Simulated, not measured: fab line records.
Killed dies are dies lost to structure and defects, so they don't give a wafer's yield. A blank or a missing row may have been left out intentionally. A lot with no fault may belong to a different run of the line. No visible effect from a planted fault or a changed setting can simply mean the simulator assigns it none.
A lot that was struck, set against a sound lot :: flow sky130 :: 14 steps out of a route of 708
Sound: these wafers, L161.2, L161.4, L161.5. The struck wafers were L179.1, L179.3, L179.6. At the end, the cause is stated.
At each step with rows: each side's tool, then ch and its chambers, then its first start. Under that, the readings that differ: sound wafers :: struck wafers :: difference of the means :: sigmas: that difference in standard deviations of wafers without a fault.
alike: words and numbers the same on both sides, and readings whose means are apart by under 2 such deviations; not compared: readings that were withheld, readings missing a value for some wafer, numbers with overlapping values and no deviation given by the record, and bounds like >300 which may hide the same value.
The two part at a step that has a row with sigmas, a row that says differs or no value, or rows on one side only. Non-overlapping numbers with no deviation appear without sigmas and do not part them. Lack of a reading on every wafer of one side parts them only where that side has two or more wafers.

SKY_METAL3_ETCH_16: etches BARC in N2/H2, stops on SiO2, time 85.5 s, target depth 60 nm.
  sound on rie_metal-01 ch 1, day 38 16:41; struck on rie_metal-03 ch 0,1, day 44 08:53
  alike: drypump_motor_current_A, h2_flow_sccm, oes_product_au, throttle_valve_pct
  not compared: rf_hours_counter_h
SKY_METAL3_ETCH_17: etches SiO2 in C4F8/O2/Ar, stops on TiN, time 3.9 s, target depth 15 nm.
  sound on rie_diel-03 ch 0,1,2, day 38 16:47; struck on rie_diel-01 ch 1,3, day 44 08:59
  alike: oes_product_au
  not compared: rf_hours_counter_h
SKY_METAL3_METAL_ETCH_18: etches the open film in Cl2/BCl3, stops on SiO2, target depth 845 nm, time 183.1 s.
  sound on rie_metal-03 ch 0,1, day 38 16:48; struck on rie_metal-02 ch 0, day 44 09:00
  alike: bcl3_flow_sccm, drypump_motor_current_A, oes_product_au, throttle_valve_pct
  not compared: rf_hours_counter_h
SKY_METAL3_STRIP_19: strips in O2/N2.
  sound on plasma_asher-01 ch 0, day 38 16:59; struck on plasma_asher-02 ch 0,1, day 44 09:11
  alike: drypump_motor_current_A, oes_product_au, strip_time_to_endpoint_s
  not compared: rf_hours_counter_h
then, 4 steps without rows for these wafers: SKY_METAL3_STRIP_20 (strips in post etch residue remover, time 1200 s); SKY_METAL3_CLEAN_21 (cleans in IPA, time 180 s); SKY_METAL3_CLEAN_22 (cleans in O3/DIW); SKY_VIA3_HDPCVD_00 (deposits SiO2, target thk 1635 nm, time 272.5 s).
SKY_VIA3_THK_MEAS_01:
  struck on film_metro-01, day 44 10:00; sound on film_metro-01, day 38 17:52
  alike: VIA3_HDPCVD_THK
SKY_VIA3_CMP_02: polishes SiO2.
  sound on cmp-01 ch 0,1,3, day 38 17:58; struck on cmp-02 ch 0,1, day 44 10:17
  alike: edge_zone_pressure_frac, motor_current_A
SKY_VIA3_BOW_MEAS_03:
  struck on film_metro-01, day 44 10:35; sound on film_metro-04, day 38 18:14
  alike: VIA3_BOW
then, 1 step without rows for these wafers: SKY_VIA3_DEHYDRATE_04 (time 60 s).
SKY_VIA3_HMDS_05: prime time 60 s.
  sound on litho_track-01 ch 0, day 39 06:26; struck on litho_track-02 ch 0, day 44 20:45
reading: prime_temp_c (C)
sound: 119.95 119.88 119.87
struck: 118.66 118.67 118.45
difference: -1.31
sigmas: -11
  alike: chill_plate_temp_C
then, 1 step without rows for these wafers: SKY_VIA3_COAT_06 (resist thk 60 nm).

## WHERE THEY PART
SKY_VIA3_HMDS_05 only, going by this record.

WHY: whatever the simulator had introduced
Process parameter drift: litho_track-02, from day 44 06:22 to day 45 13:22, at SKY_VIA3_HMDS_05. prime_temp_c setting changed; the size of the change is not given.
